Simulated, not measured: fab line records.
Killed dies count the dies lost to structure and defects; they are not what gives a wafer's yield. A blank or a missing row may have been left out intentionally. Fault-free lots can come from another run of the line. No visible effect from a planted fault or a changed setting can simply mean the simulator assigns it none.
Problem report in the 8D (eight disciplines) form, filled by code / flow gf180mcu / the parts of the form that need people (team, actions taken, sign-off) are left out

1. THE PROBLEM
Mean V4_W_RS at GF_V4_RS_MEAS_24: 0.1966 ohm/sq over 3 wafers in 2 lots; fault-free wafers: 0.3265 ohm/sq, standard deviation 0.003. Measured from the usual mean, that is -43 standard deviations.
The step: measures by four-point-probe.
Earliest sighting: wafer L452.3 on film_metro-04 at day 25 20:41. At this step, 33 wafers from 11 lots have a number in the record. The rule behind "out" and "out of limits": a value lying over 4 standard deviations away from the usual mean. The other wafers with a number count as sound.

2. WHAT IT IS; WHAT IT IS NOT
question=which readings at this step | is=V4_W_RS | is not=-
question=which lots | is=L452, L453 | is not=L449, L451, L462, L463, L464, L467, L468, L469, L470
question=which wafers of those lots | is=L452.3, L452.5, L453.5 | is not=L452.1, L453.1, L453.4
question=read on which gauges | is=film_metro-04 | is not=film_metro-01, film_metro-03
question=when | is=from day 25 20:41 | is not=up to then (7 sound wafers); but 23 sound wafers of L453, L462, L463, L464, L467, L468, L469, L470 came after

3. THE SUSPECTS, EACH WITH WHAT RULES IT OUT
Counting: a tool at a process step up to the reading stays a suspect if it ran every lot that is out. Sound lots after the first of them don't rule it out here, since some wafers of a struck lot are sound.
- the gauge at GF_V4_RS_MEAS_24 has been ruled out. All the wafers that are out were read on film_metro-04, but those of them that GF_V4_CMP_26 has rows for are out there too, on other tools.
- rie_metal-03 at GF_M4_METAL_ETCH_16 (etches the open film in Cl2/BCl3, stops on SiO2, target depth 750.8 nm, time 125.1 s): kept. It ran every lot that is out, first L452 (day 24 21:00).
- cvd_w-02 at GF_V4_CVD_23 (deposits W, target thk 350 nm, time 104.9 s): kept. Every lot that is out went through it, the first being L452 (day 25 20:28); the last sound lot it ran before that was L451 (day 25 19:26).
After counting, rie_metal-03 at GF_M4_METAL_ETCH_16 and cvd_w-02 at GF_V4_CVD_23 remain.

4. THE CAUSE (what the simulator had put in)
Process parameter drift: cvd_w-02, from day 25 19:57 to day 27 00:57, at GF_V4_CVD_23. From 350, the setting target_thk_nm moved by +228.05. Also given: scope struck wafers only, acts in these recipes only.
This tool is one of the 2 suspects left after counting.

5. THE CHAIN OF EFFECTS, in route order
Rows list readings where the struck wafers' mean (over those with a number) sits beyond 3 standard deviations from the usual. Scope: only readings with a usual standard deviation given in the record; hours: median across lots of the time from each lot's start at the first step in this table that gives one to its start at this step; sigmas: change in usual standard deviations.
hours=0; step=GF_V4_RS_MEAS_24; reading=V4_W_RS; usual=0.3265 ohm/sq; on struck wafers=0.1966; change=-0.1299; sigmas=-43
hours=0; step=GF_V4_CMP_26; reading=time_to_endpoint_s; usual=89 s; on struck wafers=143; change=+54; sigmas=+18
The process steps in it:
- GF_V4_CMP_26: polishes, stops on SiO2, t overpolish 15 s, target thk 0 nm.
Readings that are blank on the struck wafers while sound wafers have them: V4_W_THK at GF_V4_THK_MEAS_25.

6. WHAT WOULD HAVE CAUGHT IT SOONER
In this record the first reading out of limits at a measuring or inspecting step was taken at day 25 20:41, 1 hour after the fault began at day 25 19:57.
No tool reading at GF_V4_CVD_23 that has a usual standard deviation in the record was out on any struck wafer, so an alarm limit of 4 standard deviations on those readings would not have fired.
L453, from the lots that are out (2), started GF_V4_CVD_23 on cvd_w-02 later than day 25 20:41. A hold on the tool at that time would have spared it.
